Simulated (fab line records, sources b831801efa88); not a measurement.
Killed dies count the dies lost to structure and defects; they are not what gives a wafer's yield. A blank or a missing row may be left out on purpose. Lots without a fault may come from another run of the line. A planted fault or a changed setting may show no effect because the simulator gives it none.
fab line records ; flow sky130
record: lots: 6; wafers: 18; lastDay: 49
route steps=708 shown VT_ADJUST_PCH@145 SONOS_TUNNEL@154 PAD_OPEN@708
lots with no fault: from the same line, run without faults
startH: start of the lot's first displayed wafer, in hours after the record's first day ; waitH: time in hours since the lot's previous step ; " same as the row above ; L1.1+2: a row that stands for several wafers ; - no value, or no start given ; * or withheld: withheld ; < > ~ a bound
route shown NAME@n: names a module that has steps shown in the file, with the first one's number in the route ; usual: mean/standard deviation taken from wafers without a fault ; same: alike in all rows ; chamber/n: place in a boat ; sites: each site's reading ; _std_site: the values' standard deviation ; _edge_site: inner sites' mean taken away from outer sites' mean ; radiusMm: for every site, how far away it sits from the centre of the wafer ; mask NAME#n: copy n ; behind: the tool/chamber that last shaped the wafer ; hold: why the lot was held/for how many hours/how that ended ; device: transistor that didn't switch, given as n, p or np ; end of line: tests of these same wafers at the route's end ; a step with no rows: only its recipe ; killed: dies lost to structure and defects at the first sort, not the wafer's yield ; map: a wafer's dies, x killed, . not, _ none there
set.NAME: setting as actually run; set.NAME@STEP: the setting as run at that earlier step ; model.NAME: the simulator's own value behind a step, which no gauge read
a table for each step, a row for each wafer; lots at some steps of the route
services: the hour from which a tool's chamber was out of use, counted from the record's first day as startH (under 0 if before that day), plus the number of hours and why
== steps ==
step: SKY_VT_ADJUST_PCH_COAT_02
recipe: spinRpm: 2000; resistThkNm: 3000
step: SKY_VT_ADJUST_PCH_SOFTBAKE_03
recipe: tempC: 110; timeS: withheld
step: SKY_VT_ADJUST_PCH_EXPOSE_04
recipe: maskId: NWM; na: 0.6; sourceShape: conventional; sigmaOuter: 0.6; polarization: unpolarized; targetCdNm: 840; doseMj: 255
step: SKY_VT_ADJUST_PCH_PEB_05
recipe: tempC: 115; timeS: withheld
step: SKY_VT_ADJUST_PCH_DEVELOP_06
recipe: wallAngleDeg: 90; developer: TMAH; developTimeS: 60; devTempC: 23
step: SKY_VT_ADJUST_PCH_OVL_MEAS_07
usual: VT_ADJUST_PCH_OVL: -1.6/1.5
lot.wafer;tool;chamber;startH;waitH;VT_ADJUST_PCH_OVL[nm]
L205.1;overlay-02;-;233.60;-;-1.6
L205.4;overlay-02;-;233.60;-;-2.5
L205.5;overlay-02;-;233.60;-;-0.8
L209.3;overlay-01;-;260.60;-;1.1
L209.4;overlay-01;-;260.60;-;0.2
L209.5;overlay-01;-;260.60;-;-1.4
L213.2;overlay-01;-;292.52;-;-1.6
L213.3;overlay-01;-;292.52;-;-1.9
L213.6;overlay-01;-;292.52;-;-2.5
L215.1;overlay-01;-;306.89;-;-3.0
L215.2;overlay-01;-;306.89;-;-2.7
L215.5;overlay-01;-;306.89;-;-2.6
L220.2;overlay-02;-;348.51;-;2.0
L220.3;overlay-02;-;348.51;-;1.1
L220.6;overlay-02;-;348.51;-;2.6
L225.2;overlay-01;-;376.20;-;0.0
L225.3;overlay-01;-;376.20;-;-0.6
L225.6;overlay-01;-;376.20;-;0.5
step: SKY_VT_ADJUST_PCH_IMPLANT_08
recipe: species: B; energyKev: 10; doseCm2: 5e+11; tiltDeg: withheld
step: SKY_VT_ADJUST_PCH_STRIP_09
recipe: chemistry: O2/N2; powerW: 1400; pressureMtorr: 1500; platenTempC: withheld; o2FlowSccm: 3000; n2FlowSccm: 300; overashFraction: 0.5
usual: drypumpMotorCurrentA: 5.5/0.42; oesProductAu: 0.723/0.0042; stripTimeToEndpointS: 36.94/0.11
lot.wafer;tool;chamber;startH;waitH;drypumpMotorCurrentA;oesProductAu;rfHoursCounterH;stripTimeToEndpointS
L205.1;plasmaAsher-03;0;233.79;0.1;5.8;0.720;53;37.05
L205.4;plasmaAsher-03;0;233.79;0.1;5.8;0.714;-;36.85
L205.5;plasmaAsher-03;0;233.79;0.1;5.8;0.719;-;36.93
L209.3;plasmaAsher-03;1;260.81;0.1;4.9;0.724;-;36.76
L209.4;plasmaAsher-03;0;260.81;0.1;5.8;0.721;-;36.91
L209.5;plasmaAsher-03;0;260.81;0.1;5.8;0.724;-;36.94
L213.2;plasmaAsher-01;0;292.70;0.1;5.3;0.724;17;37.04
L213.3;plasmaAsher-01;1;292.70;0.1;5.6;0.724;-;36.91
L213.6;plasmaAsher-01;0;292.70;0.1;5.3;0.726;-;37.09
L215.1;plasmaAsher-01;1;307.08;0.1;5.6;0.723;19;36.89
L215.2;plasmaAsher-01;0;307.08;0.1;5.3;0.721;19;36.88
L215.5;plasmaAsher-01;0;307.08;0.1;5.3;0.728;-;36.94
L220.2;plasmaAsher-01;1;348.69;0.1;5.6;0.716;23;37.01
L220.3;plasmaAsher-01;1;348.69;0.1;5.6;0.717;-;37.01
L220.6;plasmaAsher-01;0;348.69;0.1;5.3;0.723;-;37.17
L225.2;plasmaAsher-04;1;376.38;0.1;6.5;0.727;69;36.94
L225.3;plasmaAsher-04;0;376.38;0.1;5.2;0.726;-;36.91
L225.6;plasmaAsher-04;0;376.38;0.1;5.2;0.724;-;36.78
step: SKY_VT_ADJUST_PCH_TW_MEAS_10
usual: VT_ADJUST_PCH_TW: 142.5/0.79
lot.wafer;tool;chamber;startH;waitH;VT_ADJUST_PCH_TW
L205.1;filmMetro-02;-;233.89;0.1;142.0
L205.4;filmMetro-02;-;233.89;0.1;142.1
L205.5;filmMetro-02;-;233.89;0.1;142.6
L209.3;filmMetro-04;-;260.90;0.1;142.5
L209.4;filmMetro-04;-;260.90;0.1;142.1
L209.5;filmMetro-04;-;260.90;0.1;142.7
L213.2;filmMetro-03;-;292.81;0.1;142.3
L213.3;filmMetro-03;-;292.81;0.1;142.4
L213.6;filmMetro-03;-;292.81;0.1;142.8
L215.1;filmMetro-02;-;307.18;0.1;143.2
L215.2;filmMetro-02;-;307.18;0.1;143.0
L215.5;filmMetro-02;-;307.18;0.1;142.5
L220.2;filmMetro-03;-;348.80;0.1;142.9
L220.3;filmMetro-03;-;348.80;0.1;141.9
L220.6;filmMetro-03;-;348.80;0.1;142.5
L225.2;filmMetro-02;-;376.49;0.1;141.7
L225.3;filmMetro-02;-;376.49;0.1;143.0
L225.6;filmMetro-02;-;376.49;0.1;142.1
step: SKY_SONOS_TUNNEL_DEHYDRATE_00
recipe: tempC: 200; timeS: 60
step: SKY_SONOS_TUNNEL_HMDS_01
recipe: primeTimeS: 60; primeTempC: 120
step: SKY_SONOS_TUNNEL_COAT_02
recipe: resist: NOVOLAK; spinRpm: 3000; resistThkNm: 1140
step: SKY_SONOS_TUNNEL_SOFTBAKE_03
recipe: tempC: 90; timeS: 60; resist: NOVOLAK
usual: resistLineTempC: 22.97/0.12; runLengthS: 89.05/0.22
lot.wafer;tool;chamber;startH;waitH;resistLineTempC;runLengthS
L205.1;lithoTrack-03;0;245.51;0.1;23.15;88.92
L205.4;lithoTrack-03;0;245.51;0.1;23.06;88.93
L205.5;lithoTrack-03;0;245.51;0.1;22.91;88.91
L209.3;lithoTrack-02;0;272.44;0.1;23.10;88.93
L209.4;lithoTrack-02;0;272.44;0.1;23.20;88.71
L209.5;lithoTrack-02;0;272.44;0.1;22.99;88.88
L213.2;lithoTrack-03;0;304.68;0.1;23.08;100.06
L213.3;lithoTrack-03;0;304.68;0.1;23.05;99.96
L213.6;lithoTrack-03;0;304.68;0.1;22.98;89.07
L215.1;lithoTrack-03;0;319.76;0.1;22.76;88.79
L215.2;lithoTrack-03;0;319.76;0.1;22.96;99.89
L215.5;lithoTrack-03;0;319.76;0.1;23.02;88.99
L220.2;lithoTrack-01;0;361.28;0.1;23.07;89.25
L220.3;lithoTrack-01;0;361.28;0.1;22.82;89.37
L220.6;lithoTrack-01;0;361.28;0.1;23.02;89.17
L225.2;lithoTrack-01;0;388.68;0.1;22.89;89.23
L225.3;lithoTrack-01;0;388.68;0.1;23.08;89.16
L225.6;lithoTrack-01;0;388.68;0.1;23.07;89.19
step: SKY_SONOS_TUNNEL_EXPOSE_04
recipe: maskId: TUNM; na: 0.6; sourceShape: conventional; sigmaOuter: 0.6; polarization: unpolarized; targetCdNm: 410; doseMj: 136
step: SKY_PAD_OPEN_PROBE_99
usual: killed_at_M0_to_M3: 42/7.3; killed_at_M4_up: 3.4/2; killedAtContacts: 24/5.8; killedAtFrontEnd: 15/4.6; killedAtOther: 0.3/0.62; killedDies: 84/9.8; killedOpen: 47/6.9; killedShort: 38/6.3
same: grossDies: 492; killedAtBackSide: 0
lot.wafer;tool;chamber;startH;waitH;killed_at_M0_to_M3;killed_at_M4_up;killedAtContacts;killedAtFrontEnd;killedAtOther;killedDies;killedOpen;killedShort
L205.1;prober-02;-;1064.20;0.1;55;2;22;19;0;98;54;44
L205.4;prober-02;-;1064.35;0.2;44;2;21;9;0;76;51;25
L205.5;prober-02;-;1064.40;0.2;39;3;35;10;0;87;54;33
L209.3;prober-02;-;1166.80;0.2;34;4;27;15;0;80;40;40
L209.4;prober-02;-;1166.85;0.2;45;6;28;15;0;94;49;45
L209.5;prober-02;-;1166.90;0.2;37;9;29;22;1;98;53;45
L213.2;prober-01;-;1167.42;0.1;33;5;15;20;2;75;40;35
L213.3;prober-01;-;1167.47;0.2;41;6;20;25;0;92;53;39
L213.6;prober-01;-;1167.62;0.2;39;5;22;22;0;88;50;38
L215.1;prober-01;-;1168.87;0.1;38;4;11;18;0;71;43;28
L215.2;prober-01;-;1168.92;0.1;40;2;20;18;0;80;45;35
L215.5;prober-01;-;1169.07;0.2;38;2;18;19;0;77;44;33
L220.2;prober-01;-;1172.62;0.1;40;3;27;11;1;82;45;37
L220.3;prober-01;-;1172.67;0.2;35;7;36;16;0;94;51;43
L220.6;prober-01;-;1172.82;0.2;30;3;20;13;0;66;33;33
L225.2;prober-02;-;1183.28;0.1;38;7;24;13;0;82;42;40
L225.3;prober-02;-;1183.33;0.2;51;6;10;14;0;81;33;48
L225.6;prober-02;-;1183.48;0.2;46;1;16;13;0;76;47;29
killed by level:class
L205.1 CONTACT:geometricParticle:open=13 VIA3:geometricParticle:open=12 FIELD_ISO:geometricParticle:short=7 VIA2:geometricParticle:short=7 VIA1:geometricParticle:open=6 METAL2:geometricParticle:short=6 VIA3:geometricParticle:short=6 VIA2:geometricParticle:open=5
L205.4 VIA2:geometricParticle:open=11 VIA3:geometricParticle:open=10 CONTACT:geometricParticle:open=8 LI_CONTACT:geometricParticle:open=6 FIELD_ISO:geometricParticle:open=5 LOCAL_INTERCONNECT:geometricParticle:short=4 VIA1:geometricParticle:short=4 VIA3:geometricParticle:short=4
L205.5 LI_CONTACT:geometricParticle:open=12 CONTACT:geometricParticle:open=11 LOCAL_INTERCONNECT:geometricParticle:short=7 VIA1:geometricParticle:open=7 METAL2:geometricParticle:short=6 VIA2:geometricParticle:open=6 VIA3:geometricParticle:open=6 METAL3:geometricParticle:short=5
L209.3 VIA3:geometricParticle:open=7 LI_CONTACT:geometricParticle:open=6 VIA2:geometricParticle:open=6 LOCAL_INTERCONNECT:geometricParticle:short=6 POLY_GATE:geometricParticle:short=5 CONTACT:geometricParticle:short=5 CONTACT:geometricParticle:open=5 METAL1:geometricParticle:short=5
L209.4 LI_CONTACT:geometricParticle:open=11 METAL1:geometricParticle:short=9 CONTACT:geometricParticle:open=8 VIA2:geometricParticle:open=7 VIA3:geometricParticle:open=7 VIA1:geometricParticle:open=5 FIELD_ISO:geometricParticle:short=4 POLY_GATE:geometricParticle:short=4
L209.5 VIA1:geometricParticle:open=11 CONTACT:geometricParticle:short=8 POLY_GATE:geometricParticle:open=7 LI_CONTACT:geometricParticle:open=7 POLY_GATE:geometricParticle:short=6 CONTACT:geometricParticle:open=6 VIA2:geometricParticle:short=6 FIELD_ISO:geometricParticle:short=5
L213.2 CONTACT:geometricParticle:open=7 VIA1:geometricParticle:open=7 POLY_GATE:geometricParticle:short=6 POLY_GATE:geometricParticle:open=6 VIA2:geometricParticle:open=4 VIA1:geometricParticle:short=4 METAL2:geometricParticle:short=4 VIA3:geometricParticle:open=4
L213.3 POLY_GATE:geometricParticle:open=11 VIA1:geometricParticle:open=11 METAL1:geometricParticle:short=8 VIA2:geometricParticle:open=7 POLY_GATE:geometricParticle:short=5 CONTACT:geometricParticle:open=5 FIELD_ISO:geometricParticle:open=4 LI_CONTACT:geometricParticle:open=4
L213.6 VIA1:geometricParticle:open=14 LI_CONTACT:geometricParticle:open=10 POLY_GATE:geometricParticle:short=8 POLY_GATE:geometricParticle:open=6 VIA2:geometricParticle:open=6 FIELD_ISO:geometricParticle:short=5 LOCAL_INTERCONNECT:geometricParticle:short=4 CONTACT:geometricParticle:open=4
L215.1 VIA1:geometricParticle:open=10 VIA3:geometricParticle:open=9 POLY_GATE:geometricParticle:open=7 METAL1:geometricParticle:short=7 FIELD_ISO:geometricParticle:open=4 CONTACT:geometricParticle:open=4 METAL4:geometricParticle:short=4 VIA2:geometricParticle:open=4
L215.2 VIA1:geometricParticle:open=12 CONTACT:geometricParticle:open=9 METAL1:geometricParticle:short=8 POLY_GATE:geometricParticle:short=6 LI_CONTACT:geometricParticle:open=6 VIA2:geometricParticle:open=5 FIELD_ISO:geometricParticle:open=4 METAL3:geometricParticle:short=4
L215.5 VIA1:geometricParticle:open=10 LI_CONTACT:geometricParticle:open=7 FIELD_ISO:geometricParticle:short=5 POLY_GATE:geometricParticle:open=5 METAL2:geometricParticle:short=5 CONTACT:geometricParticle:open=5 METAL1:geometricParticle:short=4 VIA1:geometricParticle:short=4
L220.2 VIA1:geometricParticle:open=10 CONTACT:geometricParticle:open=9 LI_CONTACT:geometricParticle:open=7 VIA3:geometricParticle:open=7 METAL1:geometricParticle:short=5 LOCAL_INTERCONNECT:geometricParticle:short=4 CONTACT:geometricParticle:short=4 VIA1:geometricParticle:short=4
L220.3 CONTACT:geometricParticle:open=11 LI_CONTACT:geometricParticle:open=9 CONTACT:geometricParticle:short=6 VIA3:geometricParticle:open=6 VIA1:geometricParticle:open=6 POLY_GATE:geometricParticle:short=5 LOCAL_INTERCONNECT:geometricParticle:short=5 METAL2:geometricParticle:short=5
L220.6 CONTACT:geometricParticle:open=8 METAL2:geometricParticle:short=8 FIELD_ISO:geometricParticle:short=7 VIA1:geometricParticle:open=6 VIA2:geometricParticle:open=6 METAL1:geometricParticle:short=4 LI_CONTACT:geometricParticle:open=4 CONTACT:geometricParticle:short=4
L225.2 METAL2:geometricParticle:short=9 VIA2:geometricParticle:open=7 CONTACT:geometricParticle:open=6 CONTACT:geometricParticle:short=6 LI_CONTACT:geometricParticle:open=5 METAL1:geometricParticle:short=5 VIA1:geometricParticle:open=5 VIA3:geometricParticle:open=5
L225.3 VIA1:geometricParticle:open=10 METAL2:geometricParticle:short=9 METAL1:geometricParticle:short=7 VIA1:geometricParticle:short=5 VIA3:geometricParticle:open=5 POLY_GATE:geometricParticle:short=4 CONTACT:geometricParticle:open=4 VIA3:geometricParticle:short=4
L225.6 VIA1:geometricParticle:open=9 VIA2:geometricParticle:open=9 CONTACT:geometricParticle:open=7 VIA3:geometricParticle:open=7 POLY_GATE:geometricParticle:short=5 METAL2:geometricParticle:short=5 METAL1:geometricParticle:short=4 POLY_GATE:geometricParticle:open=3
== services ==
tool;chamber;startH;hours;kind
plasmaAsher-03;-;272.52;4.3;pm
plasmaAsher-03;-;361.22;1.5;repair
plasmaAsher-04;-;381.83;20.0;repair
plasmaAsher-04;-;382.02;2.9;repair
== key ==
firstSign: step: SKY_SONOS_TUNNEL_SOFTBAKE_03; reading: runLengthS; direction: up; sigmas: 49; usual: *; struck: *
effect none on later readings
metAt SKY_SONOS_TUNNEL_SOFTBAKE_03
struckWafers L213.2,L213.3,L215.2
testerLeftOut L213,L215
onsetBetween 245.51 304.68
fault: kind: processParameterDrift; tool: lithoTrack-03; chamber: -; onsetH: 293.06; steps: SKY_SONOS_TUNNEL_SOFTBAKE_03; channel: timeS; offset: *; shape: step; endH: 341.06; scope: struckWafersOnly; actsIn: *; stated: *
testerLeftOut: of these lots the tester's yield and bins aren't shown, on N5 and GAA mostly nor the transistor test; their killed dies are dies lost to structure and defects alone, not to doping, threshold or leakage, so they don't give the yield
